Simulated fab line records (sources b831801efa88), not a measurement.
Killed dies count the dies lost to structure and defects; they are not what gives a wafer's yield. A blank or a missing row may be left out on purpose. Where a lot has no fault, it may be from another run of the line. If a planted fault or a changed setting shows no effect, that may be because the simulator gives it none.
Chamber matching    flow sky130    SKY_LI_CONTACT_ETCH_15 on rie-diel-04: 4 sister chambers
The step etches PSG in C4F8/O2/Ar, stops on Si, target depth 600 nm. 8 wafers are shown with their chamber, then 9 later ones without.

== WAFERS WITH THEIR CHAMBER ==
wafer   chamber  rf-fwd-power-W (W)  oes-product-au (a.u.)
L081.4  3        1492                0.838
L089.1  2        1499                0.835
L092.3  2        1498                0.836
L092.4  3        1488                0.831
L092.5  1        1488                0.831
L093.2  1        1494                0.839
L093.4  0        1494                0.841
L093.6  0        1492                0.833

== WAFERS WITHOUT THEIR CHAMBER ==
wafer   rf-fwd-power-W (W)  oes-product-au (a.u.)
L094.2  1493                0.837
L094.5  1490                0.837
L094.6  1496                0.840
L096.3  1484                0.835
L096.4  1494                0.841
L096.6  1484                0.838
L097.1  1499                0.842
L097.4  1490                0.836
L097.5  1493                0.840

== EACH ONE'S CHAMBER ==
wafer   from the rows above                in truth
L094.2  can't be placed: 0 or 1 or 3       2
L094.5  can't be placed: 3 or 1 or 0       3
L094.6  can't be placed: 0 or 2 or 1 or 3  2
L096.3  can't be placed: 3 or 1 or 0       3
L096.4  can't be placed: 0 or 1 or 3 or 2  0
L096.6  can't be placed: 3 or 1 or 0       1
L097.1  can't be placed: 2 or 0 or 1       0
L097.4  can't be placed: 3 or 1 or 0       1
L097.5  can't be placed: 0 or 1 or 3 or 2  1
0 of 9 placed correctly. Can't be placed from these rows: 9 (the true chamber is among the candidates in 8). 0 placed wrongly.
How it was worked out, from the rows above alone: a wafer's distance from a chamber is the root of the sum, over the readings, of the square of ((its reading less the chamber's mean) divided by the reading's scatter). If the next closest chamber is less than 2 further off than the closest, the wafer can't be placed; otherwise it belongs to the closest. The mean given for a chamber averages the wafers shown for that chamber. The scatter: the root of (the sum of the squares of (reading less its chamber's mean) over the shown wafers, divided by (wafers less chambers)).
